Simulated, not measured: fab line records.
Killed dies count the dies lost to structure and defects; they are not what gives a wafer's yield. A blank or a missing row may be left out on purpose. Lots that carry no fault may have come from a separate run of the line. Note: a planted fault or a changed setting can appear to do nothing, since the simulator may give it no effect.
Which tool is to blame? | flow sky130 | Sampling: 10 lots, 30 wafers, 5 of 708 route steps

WHAT THE GAUGES READ, wafer by wafer
SKY_LDD_HVP_TW_MEAS_10. Usual: LDD_HVP_TW 456, standard deviation 3.8.
lot  | measured     | on            | LDD_HVP_TW  | flag
L557 | day 23 06:19 | film metro-04 | 462 456 460 |
L558 | day 23 21:03 | film metro-03 | 448 451 452 |
L561 | day 24 12:23 | film metro-01 | 457 458 455 |
L562 | day 25 07:36 | film metro-03 | 453 451 454 |
L563 | day 25 07:54 | film metro-01 | 455 453 454 |
L564 | day 25 18:01 | film metro-03 | 451 449 451 |
L566 | day 26 02:25 | film metro-01 | 454 453 455 |
L567 | day 26 20:51 | film metro-01 | 452 455 455 |
L575 | day 29 09:13 | film metro-04 | 462 460 461 |
L576 | day 29 15:59 | film metro-04 | 461 461 463 |

SKY_VIA2_BOW_MEAS_03. Usual: VIA2_BOW 86 um, standard deviation 7.8.
lot  | measured     | on            | VIA2_BOW (um)   | flag
L557 | day 36 12:44 | film metro-04 | 83 92 93        |
L558 | day 37 03:20 | film metro-04 | 95 92 91        |
L561 | day 37 22:56 | film metro-02 | 85 83 86        |
L562 | day 38 06:49 | film metro-01 | 95 85 77        |
L563 | day 38 09:15 | film metro-04 | 98 79 102 - - - |
L564 | day 38 19:29 | film metro-04 | 84 76 86        |
L566 | day 39 01:02 | film metro-04 | 81 96 83        |
L567 | day 39 17:50 | film metro-04 | 75 89 86 - - -  |
L575 | day 41 22:58 | film metro-02 | 68 73 90        |
L576 | day 42 02:59 | film metro-04 | 90 77 75        |

WHAT TOOL EACH LOT RAN ON (gives the tool, then ch and the chambers of the sampled wafers, and finally the start)
lot  | SKY_POLY_GATE_ETCH_17            | SKY_LOCAL_INTERCONNECT_ETCH_13    | SKY_VIA2_CMP_02
L557 | rie si-01 ch 0,2,3, day 18 01:18 | rie metal-02 ch 0,1, day 31 20:01 | cmp-01 ch 0,2,3, day 36 12:26
L558 | rie si-02 ch 0,1,2, day 18 14:43 | rie metal-03 ch 0,1, day 32 10:37 | cmp-02 ch 1,2,3, day 37 03:02
L561 | rie si-02 ch 0,3, day 19 05:45   | rie metal-01 ch 0,1, day 33 00:19 | cmp-02 ch 1,2, day 37 22:37
L562 | rie si-01 ch 0,1,2, day 20 03:18 | rie metal-01 ch 0,1, day 33 16:34 | cmp-02 ch 0,1,3, day 38 06:34
L563 | rie si-02 ch 0,1,3, day 20 03:31 | rie metal-02 ch 0,1, day 33 17:46 | cmp-02 ch 0,1,2, day 38 08:57
L564 | rie si-01 ch 0,2, day 20 14:27   | rie metal-02 ch 0,1, day 34 03:00 | cmp-01 ch 1,2, day 38 19:10
L566 | rie si-01 ch 1,2, day 21 02:15   | rie metal-02 ch 0,1, day 34 09:58 | cmp-01 ch 0,2,3, day 39 00:50
L567 | rie si-02 ch 1,3, day 21 17:10   | rie metal-03 ch 1, day 35 02:49   | cmp-02 ch 1,2, day 39 17:32
L575 | rie si-02 ch 0,1,2, day 24 09:48 | rie metal-01 ch 0,1, day 37 11:55 | cmp-01 ch 0,1,3, day 41 22:39
L576 | rie si-01 ch 1,2,3, day 24 18:07 | rie metal-01 ch 0,1, day 37 16:44 | cmp-02 ch 0,1,2, day 42 02:46
- SKY_POLY_GATE_ETCH_17: etches poly-Si in HBr/Cl2, stops on SiO2, target depth 180 nm, time 70.5 s.
- SKY_LOCAL_INTERCONNECT_ETCH_13: etches BARC in N2/H2, stops on SiO2, time 45.9 s, target depth 60 nm.
- SKY_VIA2_CMP_02: polishes SiO2.

AS READ BY THE TOOLS THEMSELVES (means over the sampled wafers that have a number; for cases with no such wafer, the mark the record gives instead)
SKY_POLY_GATE_ETCH_17. Usual: bias w 100.0 W, standard deviation 0.31; drypump motor current A 5.6 A, standard deviation 0.5; oes product au 0.987 a.u., standard deviation 0.0078; throttle valve pct 33.685 %, standard deviation 0.0093.
lot  | tool      | bias w (W) | drypump motor current A (A) | oes product au (a.u.) | throttle valve pct (%) | flag
L557 | rie si-01 | 99.8       | 5.3                         | 0.989                 | 33.683                 |
L558 | rie si-02 | 100.3      | 5.8                         | 0.986                 | 33.693                 |
L561 | rie si-02 | 99.8       | 6.4                         | 0.999                 | 33.682                 |
L562 | rie si-01 | 99.9       | 5.2                         | 0.995                 | 33.682                 |
L563 | rie si-02 | 99.9       | 6.2                         | 0.989                 | 33.666                 |
L564 | rie si-01 | 99.9       | 5.3                         | 0.985                 | 33.684                 |
L566 | rie si-01 | 100.2      | 5.4                         | 0.987                 | 33.676                 |
L567 | rie si-02 | 99.7       | 6.2                         | 0.992                 | 33.682                 |
L575 | rie si-02 | 99.9       | 5.8                         | 0.992                 | 33.691                 |
L576 | rie si-01 | 100.2      | 5.4                         | 0.991                 | 33.689                 |

SKY_LOCAL_INTERCONNECT_ETCH_13. Usual: bias w 100.01 W, standard deviation 0.3; drypump motor current A 5.4 A, standard deviation 0.39; h2 flow sccm 200.1 sccm, standard deviation 0.58; oes product au 0.855 a.u., standard deviation 0.0045; throttle valve pct 13.225 %, standard deviation 0.0093.
lot  | tool         | bias w (W) | drypump motor current A (A) | h2 flow sccm (sccm) | oes product au (a.u.) | throttle valve pct (%) | flag
L557 | rie metal-02 | 99.72      | 5.8                         | 199.7               | 0.854                 | 13.218                 |
L558 | rie metal-03 | 100.10     | 5.1                         | 199.8               | 0.857                 | 13.218                 |
L561 | rie metal-01 | 99.87      | 5.5                         | 199.9               | 0.855                 | 13.221                 |
L562 | rie metal-01 | 99.88      | 5.5                         | 200.5               | 0.857                 | 13.225                 |
L563 | rie metal-02 | 100.10     | 5.8                         | 200.3               | 0.852                 | 13.229                 |
L564 | rie metal-02 | 100.00     | 5.8                         | 199.7               | 0.855                 | 13.227                 |
L566 | rie metal-02 | 100.53     | 5.8                         | 200.0               | 0.858                 | 13.225                 |
L567 | rie metal-03 | 99.60      | 5.0                         | 200.8               | 0.853                 | 13.218                 |
L575 | rie metal-01 | 100.07     | 5.3                         | 200.4               | 0.856                 | 13.224                 |
L576 | rie metal-01 | 100.09     | 5.5                         | 199.9               | 0.859                 | 13.227                 |

SKY_VIA2_CMP_02. Usual: 12.6 A for motor current A, sd 1.5.
lot  | tool   | motor current A (A) | flag
L557 | cmp-01 | 13.3                |
L558 | cmp-02 | 11.9                |
L561 | cmp-02 | 11.4                |
L562 | cmp-02 | 11.5                |
L563 | cmp-02 | 12.1                |
L564 | cmp-01 | 11.1                |
L566 | cmp-01 | 13.5                |
L567 | cmp-02 | 11.6                |
L575 | cmp-01 | 13.1                |
L576 | cmp-02 | 13.1                |

THE ANSWER, worked out from the rows above alone
Rule: lot off if the mean of its wafers having a number is beyond 3 standard deviations from the usual mean. Also off: a lot with no number at a reading for which 4 or more lots have one. Where the step has rows for the other lots, those lots are counted as sound. Order of review: gauges by route order, followed by the tools' own readings, for which a lot's mean as printed above is used. The first step at which some lot is off is used, and at that step the reading that is off furthest; a lot without a number counts as furthest.
No lot is off on any of the readings shown, so nothing can be concluded from this.

WHAT THE SIMULATOR HAD INSERTED
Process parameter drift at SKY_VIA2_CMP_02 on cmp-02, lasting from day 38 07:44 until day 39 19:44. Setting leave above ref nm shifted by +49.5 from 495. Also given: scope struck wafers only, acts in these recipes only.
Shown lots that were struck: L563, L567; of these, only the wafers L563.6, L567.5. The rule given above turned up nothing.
